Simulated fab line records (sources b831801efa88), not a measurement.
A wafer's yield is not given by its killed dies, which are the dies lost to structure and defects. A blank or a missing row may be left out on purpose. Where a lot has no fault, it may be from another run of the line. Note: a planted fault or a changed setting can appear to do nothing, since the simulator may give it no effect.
fab line records + flow gf180mcu
[record]
- lots = 15
- wafers = 45
- lastDay = 34
route steps=602 shown STI@1 LVPWELL@61
lots that met no fault: taken from a fault-free run of the same line
startH: hours from the record's first day to the start of the lot's first wafer shown + waitH: time in hours since the lot's previous step + " identical to the entry in the row above + L1.1+2: a single row standing in for several wafers + - no value, or no start given + * or withheld: withheld + < > ~ a bound
route shown NAME@n: NAME is a module with steps in the file, n the number in the route of the first one + usual: the fault-free wafers' mean and standard deviation + same: alike in all rows + chamber/n: place in a boat + sites: the reading at each site + _std_site: how widely they spread, as a standard deviation + _edge_site: mean of outer sites minus mean of inner sites + radiusMm: for every site, how far away it sits from the centre of the wafer + mask NAME#n: copy n + behind: the tool/chamber that last shaped the wafer + hold: why the lot was held/for how many hours/how that ended + device: the n, p or np transistor that did not switch + end of line: the route-end tests of the same wafers + a step with no rows: only its recipe + killed: count of dies lost to structure and defects at first sort (not the wafer's yield) + map: shows each die of a wafer: x if killed, . if not, _ if none is there
set.NAME: the run value of the setting; set.NAME@STEP: its run value at that earlier step + model.NAME: the simulator's own value behind a step, which no gauge read
route steps across a sampled set of lots; one table per step, one row per wafer
services: from which hour (startH, from the record's first day; less than 0 if before it) a tool's chamber was out of use, for how many hours, and why
[[steps]]
[step GF_STI_BOW_MEAS_00]
[recipe]
- mode = bow
[usual]
- INCOMING_BOW = 0/6.1
| lot.wafer | tool         | chamber | startH | waitH | INCOMING_BOW[um] |
|-----------|--------------|---------|--------|-------|------------------|
| L871.3    | filmMetro-04 | -       | 10.04  | -     | 0                |
| L871.4    | "            | -       | "      | "     | -4               |
| L871.5    | "            | -       | "      | "     | 1                |
| L872.4    | filmMetro-03 | -       | 15.06  | -     | 3                |
| L872.5    | "            | -       | "      | "     | 6                |
| L872.6    | "            | -       | "      | "     | -3               |
| L873.1    | filmMetro-04 | -       | 20.00  | -     | 4                |
| L873.2    | "            | -       | "      | "     | -6               |
| L873.4    | "            | -       | "      | "     | -2               |
| L874.3    | filmMetro-01 | -       | 25.05  | -     | -2               |
| L874.4    | "            | -       | "      | "     | 0                |
| L874.5    | "            | -       | "      | "     | 1                |
| L875.3    | filmMetro-03 | -       | 30.04  | -     | 3                |
| L875.4    | "            | -       | "      | "     | -2               |
| L875.6    | "            | -       | "      | "     | 4                |
| L876.1    | filmMetro-03 | -       | 35.00  | -     | -4               |
| L876.4    | "            | -       | "      | "     | 4                |
| L876.5    | "            | -       | "      | "     | -8               |
| L877.1    | filmMetro-04 | -       | 40.00  | -     | -7               |
| L877.2    | "            | -       | "      | "     | 3                |
| L877.3    | "            | -       | "      | "     | -9               |
| L878.2    | filmMetro-04 | -       | 45.02  | -     | -12              |
| L878.4    | "            | -       | "      | "     | 6                |
| L878.5    | "            | -       | "      | "     | -13              |
| L879.1    | filmMetro-04 | -       | 50.00  | -     | -9               |
| L879.2    | "            | -       | "      | "     | -1               |
| L879.5    | "            | -       | "      | "     | 8                |
| L881.4    | filmMetro-04 | -       | 60.06  | -     | 10               |
| L881.5    | "            | -       | "      | "     | -4               |
| L881.6    | "            | -       | "      | "     | -6               |
| L882.2    | filmMetro-03 | -       | 65.02  | -     | -2               |
| L882.4    | "            | -       | "      | "     | -6               |
| L882.6    | "            | -       | "      | "     | -9               |
| L887.4    | filmMetro-01 | -       | 90.06  | -     | 0                |
| L887.5    | "            | -       | "      | "     | -9               |
| L887.6    | "            | -       | "      | "     | -8               |
| L890.1    | filmMetro-03 | -       | 105.00 | -     | -20              |
| L890.3    | "            | -       | "      | "     | -5               |
| L890.6    | "            | -       | "      | "     | -1               |
| L891.2    | filmMetro-01 | -       | 110.02 | -     | -4               |
| L891.3    | "            | -       | "      | "     | -4               |
| L891.6    | "            | -       | "      | "     | -6               |
| L892.2    | filmMetro-01 | -       | 115.02 | -     | 3                |
| L892.4    | "            | -       | "      | "     | 5                |
| L892.5    | "            | -       | "      | "     | -18              |
[step GF_STI_THK_MEAS_30]
[recipe]
- reads = SiO2_of_STI_OXIDATION_29
[usual]
- STI_OXIDATION_02_THK = 10.46/0.18
| lot.wafer | tool         | chamber | startH | waitH | STI_OXIDATION_02_THK[nm] |
|-----------|--------------|---------|--------|-------|--------------------------|
| L871.3    | filmMetro-03 | -       | 32.24  | 0.0   | 10.55                    |
| L871.4    | "            | -       | "      | "     | 10.43                    |
| L871.5    | "            | -       | "      | "     | 10.49                    |
| L872.4    | filmMetro-03 | -       | 37.94  | 0.0   | 10.46                    |
| L872.5    | "            | -       | "      | "     | 10.47                    |
| L872.6    | "            | -       | "      | "     | 10.46                    |
| L873.1    | filmMetro-01 | -       | 43.87  | 0.0   | 10.38                    |
| L873.2    | "            | -       | "      | "     | 10.56                    |
| L873.4    | "            | -       | "      | "     | 10.40                    |
| L874.3    | filmMetro-03 | -       | 46.45  | 0.0   | 10.75                    |
| L874.4    | "            | -       | "      | "     | 10.96                    |
| L874.5    | "            | -       | "      | "     | 10.85                    |
| L875.3    | filmMetro-04 | -       | 51.45  | 0.0   | 10.47                    |
| L875.4    | "            | -       | "      | "     | 10.65                    |
| L875.6    | "            | -       | "      | "     | 10.54                    |
| L876.1    | filmMetro-03 | -       | 55.66  | 0.0   | 10.68                    |
| L876.4    | "            | -       | "      | "     | 10.76                    |
| L876.5    | "            | -       | "      | "     | 10.54                    |
| L877.1    | filmMetro-03 | -       | 62.11  | 0.0   | 10.34                    |
| L877.2    | "            | -       | "      | "     | 10.34                    |
| L877.3    | "            | -       | "      | "     | 10.51                    |
| L878.2    | filmMetro-03 | -       | 67.54  | 0.0   | 10.54                    |
| L878.4    | "            | -       | "      | "     | 10.85                    |
| L878.5    | "            | -       | "      | "     | 10.72                    |
| L879.1    | filmMetro-04 | -       | 72.74  | 0.0   | 10.45                    |
| L879.2    | "            | -       | "      | "     | 10.35                    |
| L879.5    | "            | -       | "      | "     | 10.39                    |
| L881.4    | filmMetro-04 | -       | 85.68  | 0.0   | 10.70                    |
| L881.5    | "            | -       | "      | "     | 10.44                    |
| L881.6    | "            | -       | "      | "     | 10.54                    |
| L882.2    | filmMetro-03 | -       | 91.91  | 0.0   | 10.59                    |
| L882.4    | "            | -       | "      | "     | 10.45                    |
| L882.6    | "            | -       | "      | "     | 10.59                    |
| L887.4    | filmMetro-04 | -       | 114.91 | 0.0   | 10.56                    |
| L887.5    | "            | -       | "      | "     | 10.72                    |
| L887.6    | "            | -       | "      | "     | 10.72                    |
| L890.1    | filmMetro-04 | -       | 128.20 | 0.0   | 10.23                    |
| L890.3    | "            | -       | "      | "     | 10.43                    |
| L890.6    | "            | -       | "      | "     | 10.13                    |
| L891.2    | filmMetro-01 | -       | 132.30 | 0.0   | 10.62                    |
| L891.3    | "            | -       | "      | "     | 10.62                    |
| L891.6    | "            | -       | "      | "     | 10.49                    |
| L892.2    | filmMetro-01 | -       | 138.86 | 0.0   | 10.02                    |
| L892.4    | "            | -       | "      | "     | 10.26                    |
| L892.5    | "            | -       | "      | "     | 10.20                    |
[step GF_LVPWELL_OVL_MEAS_07]
[usual]
- LVPWELL_OVL = -0.4/1.1
| lot.wafer | tool       | chamber | startH | waitH | LVPWELL_OVL[nm] |
|-----------|------------|---------|--------|-------|-----------------|
| L871.3    | overlay-01 | -       | 71.40  | -     | -0.1            |
| L871.4    | "          | -       | "      | "     | -1.1            |
| L871.5    | "          | -       | "      | "     | -2.0            |
| L872.4    | overlay-01 | -       | 77.11  | -     | 1.3             |
| L872.5    | "          | -       | "      | "     | 1.8             |
| L872.6    | "          | -       | "      | "     | -0.3            |
| L873.1    | overlay-01 | -       | 83.89  | -     | 0.3             |
| L873.2    | "          | -       | "      | "     | -1.2            |
| L873.4    | "          | -       | "      | "     | 0.0             |
| L874.3    | overlay-01 | -       | 86.10  | -     | -1.4            |
| L874.4    | "          | -       | "      | "     | -0.8            |
| L874.5    | "          | -       | "      | "     | 0.4             |
| L875.3    | overlay-02 | -       | 91.62  | -     | -1.2            |
| L875.4    | "          | -       | "      | "     | 0.0             |
| L875.6    | "          | -       | "      | "     | -0.5            |
| L876.1    | overlay-02 | -       | 94.94  | -     | -1.0            |
| L876.4    | "          | -       | "      | "     | -0.4            |
| L876.5    | "          | -       | "      | "     | -0.7            |
| L877.1    | overlay-01 | -       | 103.21 | -     | -0.1            |
| L877.2    | "          | -       | "      | "     | -0.3            |
| L877.3    | "          | -       | "      | "     | -1.3            |
| L878.2    | overlay-01 | -       | 108.74 | -     | -0.5            |
| L878.4    | "          | -       | "      | "     | -2.3            |
| L878.5    | "          | -       | "      | "     | -0.6            |
| L879.1    | overlay-01 | -       | 115.11 | -     | 0.8             |
| L879.2    | "          | -       | "      | "     | 1.8             |
| L879.5    | "          | -       | "      | "     | 1.2             |
| L881.4    | overlay-01 | -       | 129.56 | -     | -1.4            |
| L881.5    | "          | -       | "      | "     | -0.9            |
| L881.6    | "          | -       | "      | "     | -2.6            |
| L882.2    | overlay-01 | -       | 135.14 | -     | 0.7             |
| L882.4    | "          | -       | "      | "     | 1.4             |
| L882.6    | "          | -       | "      | "     | 0.8             |
| L887.4    | overlay-01 | -       | 161.31 | -     | -1.0            |
| L887.5    | "          | -       | "      | "     | -1.3            |
| L887.6    | "          | -       | "      | "     | 0.4             |
| L890.1    | overlay-02 | -       | 175.56 | -     | -0.4            |
| L890.3    | "          | -       | "      | "     | -0.4            |
| L890.6    | "          | -       | "      | "     | -0.7            |
| L891.2    | overlay-02 | -       | 180.51 | -     | 0.1             |
| L891.3    | "          | -       | "      | "     | -1.4            |
| L891.6    | "          | -       | "      | "     | 0.7             |
| L892.2    | overlay-02 | -       | 186.90 | -     | 0.4             |
| L892.4    | "          | -       | "      | "     | -1.3            |
| L892.5    | "          | -       | "      | "     | -0.2            |
[step GF_LVPWELL_IMPLANT_08]
[recipe]
- species = B
- energyKev = 170
- doseCm2 = 1.5e+13
- tiltDeg = 0
[usual]
- endStationPressureTorr = 5.06e-06/2.7e-07
- implantIonAmu = 11/0
| lot.wafer | tool         | chamber | startH | waitH | endStationPressureTorr | implantIonAmu |
|-----------|--------------|---------|--------|-------|------------------------|---------------|
| L871.3    | implanter-03 | 0       | 71.47  | 0.1   | 5.29e-06               | 11            |
| L871.4    | "            | 0       | "      | "     | 4.78e-06               | 11            |
| L871.5    | "            | 0       | "      | "     | 5.08e-06               | 11            |
| L872.4    | implanter-01 | 0       | 77.20  | 0.1   | 4.65e-06               | 11            |
| L872.5    | "            | 0       | "      | "     | 4.96e-06               | 11            |
| L872.6    | "            | 0       | "      | "     | 4.76e-06               | 11            |
| L873.1    | implanter-03 | 0       | 83.93  | 0.0   | 4.86e-06               | 11            |
| L873.2    | "            | 0       | "      | "     | 5.32e-06               | 11            |
| L873.4    | "            | 0       | "      | "     | 4.63e-06               | 11            |
| L874.3    | implanter-03 | 0       | 86.17  | 0.1   | 4.79e-06               | 11            |
| L874.4    | "            | 0       | "      | "     | 5.14e-06               | 11            |
| L874.5    | "            | 0       | "      | "     | 5.22e-06               | 11            |
| L875.3    | implanter-03 | 0       | 91.69  | 0.1   | 4.75e-06               | 11            |
| L875.4    | "            | 0       | "      | "     | 5.43e-06               | 11            |
| L875.6    | "            | 0       | "      | "     | 5.29e-06               | 11            |
| L876.1    | implanter-03 | 0       | 94.97  | 0.0   | 4.88e-06               | 11            |
| L876.4    | "            | 0       | "      | "     | 5.28e-06               | 11            |
| L876.5    | "            | 0       | "      | "     | 5.08e-06               | 11            |
| L877.1    | implanter-02 | 0       | 103.24 | 0.0   | 5.73e-06               | 11            |
| L877.2    | "            | 0       | "      | "     | 5.03e-06               | 11            |
| L877.3    | "            | 0       | "      | "     | 5.33e-06               | 11            |
| L878.2    | implanter-03 | 0       | 108.80 | 0.0   | 5.53e-06               | 11            |
| L878.4    | "            | 0       | "      | "     | 4.82e-06               | 11            |
| L878.5    | "            | 0       | "      | "     | 5.49e-06               | 11            |
| L879.1    | implanter-01 | 0       | 115.14 | 0.0   | 5.29e-06               | 11            |
| L879.2    | "            | 0       | "      | "     | 5.06e-06               | 11            |
| L879.5    | "            | 0       | "      | "     | 5.18e-06               | 11            |
| L881.4    | implanter-01 | 0       | 129.65 | 0.1   | 5.45e-06               | 11            |
| L881.5    | "            | 0       | "      | "     | 4.2e-06                | 11            |
| L881.6    | "            | 0       | "      | "     | 5.25e-06               | 11            |
| L882.2    | implanter-01 | 0       | 135.20 | 0.0   | 4.67e-06               | 11            |
| L882.4    | "            | 0       | "      | "     | 5.28e-06               | 11            |
| L882.6    | "            | 0       | "      | "     | 5.2e-06                | 11            |
| L887.4    | implanter-03 | 0       | 161.40 | 0.1   | 5.33e-06               | 11            |
| L887.5    | "            | 0       | "      | "     | 5.47e-06               | 11            |
| L887.6    | "            | 0       | "      | "     | 4.66e-06               | 11            |
| L890.1    | implanter-03 | 0       | 175.59 | 0.0   | 5.38e-06               | 31            |
| L890.3    | "            | 0       | "      | "     | 5.06e-06               | 31            |
| L890.6    | "            | 0       | "      | "     | 5.15e-06               | 31            |
| L891.2    | implanter-02 | 0       | 180.57 | 0.0   | 5.24e-06               | 31            |
| L891.3    | "            | 0       | "      | "     | 5.33e-06               | 31            |
| L891.6    | "            | 0       | "      | "     | 4.95e-06               | 31            |
| L892.2    | implanter-01 | 0       | 186.95 | 0.0   | 5.15e-06               | 31            |
| L892.4    | "            | 0       | "      | "     | 4.89e-06               | 31            |
| L892.5    | "            | 0       | "      | "     | 4.89e-06               | 31            |
[step GF_LVPWELL_TW_MEAS_11]
[usual]
- LVPWELL_TW = 560/4
| lot.wafer | tool         | chamber | startH | waitH | LVPWELL_TW |
|-----------|--------------|---------|--------|-------|------------|
| L871.3    | filmMetro-02 | -       | 71.84  | 0.1   | 563        |
| L871.4    | "            | -       | "      | "     | 562        |
| L871.5    | "            | -       | "      | "     | 559        |
| L872.4    | filmMetro-01 | -       | 77.55  | 0.1   | 558        |
| L872.5    | "            | -       | "      | "     | 556        |
| L872.6    | "            | -       | "      | "     | 556        |
| L873.1    | filmMetro-02 | -       | 84.33  | 0.1   | 562        |
| L873.2    | "            | -       | "      | "     | 560        |
| L873.4    | "            | -       | "      | "     | 563        |
| L874.3    | filmMetro-01 | -       | 86.54  | 0.1   | 558        |
| L874.4    | "            | -       | "      | "     | 555        |
| L874.5    | "            | -       | "      | "     | 556        |
| L875.3    | filmMetro-02 | -       | 92.06  | 0.1   | 561        |
| L875.4    | "            | -       | "      | "     | 559        |
| L875.6    | "            | -       | "      | "     | 562        |
| L876.1    | filmMetro-02 | -       | 95.37  | 0.1   | 560        |
| L876.4    | "            | -       | "      | "     | 562        |
| L876.5    | "            | -       | "      | "     | 562        |
| L877.1    | filmMetro-02 | -       | 103.64 | 0.1   | 560        |
| L877.2    | "            | -       | "      | "     | 560        |
| L877.3    | "            | -       | "      | "     | 559        |
| L878.2    | filmMetro-02 | -       | 109.18 | 0.1   | 563        |
| L878.4    | "            | -       | "      | "     | 561        |
| L878.5    | "            | -       | "      | "     | 560        |
| L879.1    | filmMetro-01 | -       | 115.54 | 0.1   | 557        |
| L879.2    | "            | -       | "      | "     | 555        |
| L879.5    | "            | -       | "      | "     | 558        |
| L881.4    | filmMetro-03 | -       | 130.01 | 0.1   | 569        |
| L881.5    | "            | -       | "      | "     | 565        |
| L881.6    | "            | -       | "      | "     | 569        |
| L882.2    | filmMetro-01 | -       | 135.59 | 0.1   | 559        |
| L882.4    | "            | -       | "      | "     | 558        |
| L882.6    | "            | -       | "      | "     | 553        |
| L887.4    | filmMetro-02 | -       | 161.75 | 0.1   | 562        |
| L887.5    | "            | -       | "      | "     | 560        |
| L887.6    | "            | -       | "      | "     | 559        |
| L890.1    | filmMetro-03 | -       | 175.99 | 0.1   | 1321       |
| L890.3    | "            | -       | "      | "     | 1328       |
| L890.6    | "            | -       | "      | "     | 1324       |
| L891.2    | filmMetro-03 | -       | 180.95 | 0.1   | 1321       |
| L891.3    | "            | -       | "      | "     | 1325       |
| L891.6    | "            | -       | "      | "     | 1316       |
| L892.2    | filmMetro-02 | -       | 187.34 | 0.1   | 1312       |
| L892.4    | "            | -       | "      | "     | 1309       |
| L892.5    | "            | -       | "      | "     | 1311       |
[step GF_VT_IMPLANT_RS_MEAS_48]
[recipe]
- thkMeasGauge = four-point-probe
[usual]
- LVPWELL_RS = 1197/3.1
| lot.wafer | tool         | chamber | startH | waitH | LVPWELL_RS[ohm/sq] |
|-----------|--------------|---------|--------|-------|--------------------|
| L871.3    | filmMetro-01 | -       | 161.11 | 0.1   | 1196               |
| L871.4    | "            | -       | "      | "     | 1200               |
| L871.5    | "            | -       | "      | "     | 1202               |
| L872.4    | filmMetro-03 | -       | 165.57 | 0.1   | 1196               |
| L872.5    | "            | -       | "      | "     | 1198               |
| L872.6    | "            | -       | "      | "     | 1197               |
| L873.1    | filmMetro-02 | -       | 173.78 | 0.1   | 1196               |
| L873.2    | "            | -       | "      | "     | 1202               |
| L873.4    | "            | -       | "      | "     | 1201               |
| L874.3    | filmMetro-01 | -       | 180.26 | 0.1   | 1197               |
| L874.4    | "            | -       | "      | "     | 1196               |
| L874.5    | "            | -       | "      | "     | 1199               |
| L875.3    | filmMetro-02 | -       | 185.50 | 0.1   | 1196               |
| L875.4    | "            | -       | "      | "     | 1196               |
| L875.6    | "            | -       | "      | "     | 1196               |
| L876.1    | filmMetro-01 | -       | 189.37 | 0.1   | 1194               |
| L876.4    | "            | -       | "      | "     | 1192               |
| L876.5    | "            | -       | "      | "     | 1198               |
| L877.1    | filmMetro-01 | -       | 198.58 | 0.1   | 1197               |
| L877.2    | "            | -       | "      | "     | 1197               |
| L877.3    | "            | -       | "      | "     | 1198               |
| L878.2    | filmMetro-02 | -       | 206.23 | 0.1   | 1198               |
| L878.4    | "            | -       | "      | "     | 1202               |
| L878.5    | "            | -       | "      | "     | 1198               |
| L879.1    | filmMetro-01 | -       | 214.02 | 0.1   | 1192               |
| L879.2    | "            | -       | "      | "     | 1193               |
| L879.5    | "            | -       | "      | "     | 1194               |
| L881.4    | filmMetro-03 | -       | 229.88 | 0.1   | 1194               |
| L881.5    | "            | -       | "      | "     | 1194               |
| L881.6    | "            | -       | "      | "     | 1196               |
| L882.2    | filmMetro-01 | -       | 236.04 | 0.1   | 1193               |
| L882.4    | "            | -       | "      | "     | 1191               |
| L882.6    | "            | -       | "      | "     | 1194               |
| L887.4    | filmMetro-03 | -       | 269.13 | 0.1   | 1194               |
| L887.5    | "            | -       | "      | "     | 1195               |
| L887.6    | "            | -       | "      | "     | 1193               |
| L890.1    | filmMetro-03 | -       | 283.52 | 0.1   | -                  |
| L890.3    | "            | -       | "      | "     | -                  |
| L890.6    | "            | -       | "      | "     | -                  |
| L891.2    | filmMetro-02 | -       | 289.88 | 0.1   | -                  |
| L891.3    | "            | -       | "      | "     | -                  |
| L891.6    | "            | -       | "      | "     | -                  |
| L892.2    | filmMetro-01 | -       | 299.23 | 0.1   | -                  |
| L892.4    | "            | -       | "      | "     | -                  |
| L892.5    | "            | -       | "      | "     | -                  |
[[services]]
| tool         | chamber | startH | hours | kind   |
|--------------|---------|--------|-------|--------|
| implanter-03 | -       | 55.47  | 1.2   | repair |
| implanter-01 | -       | 98.36  | 11.3  | repair |
[[key]]
[firstSign]
- step = GF_LVPWELL_IMPLANT_08
- reading = implantIonAmu
- direction = up
- sigmas = 99+
- usual = 11
- struck = 31
[effect]
- step = GF_LVPWELL_TW_MEAS_11
- reading = LVPWELL_TW
- direction = up
- sigmas = 99+
- usual = 560
- struck = 1319
[effect]
- step = GF_VT_IMPLANT_RS_MEAS_48
- reading = LVPWELL_RS
- direction = missing
metAt GF_LVPWELL_IMPLANT_08
struckLots L890,L891,L892
sortLeftOut L890.1,L890.3,L890.6,L891.2,L891.3,L891.6,L892.2,L892.4,L892.5
testerLeftOut L890,L891,L892
notActingAt GF_STI_BOW_MEAS_00,GF_STI_THK_MEAS_30,GF_LVPWELL_OVL_MEAS_07
onsetBetween 161.40 175.59
[fault]
- kind = wrongRecipeDownload
- tool = implanter-01,implanter-02,implanter-03
- chamber = -
- onsetH = 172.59
- steps = GF_LVPWELL_IMPLANT_08
- wrongRecipe.notListed = 1
// testerLeftOut: of these lots the tester's yield and bins aren't shown, on N5 and GAA mostly nor the transistor test; their killed dies are dies lost to structure and defects alone, not to doping, threshold or leakage, so they don't give the yield
// sortLeftOut: the simulated sort isn't trusted on such a fault, so these wafers' sort isn't shown, and their yield isn't known
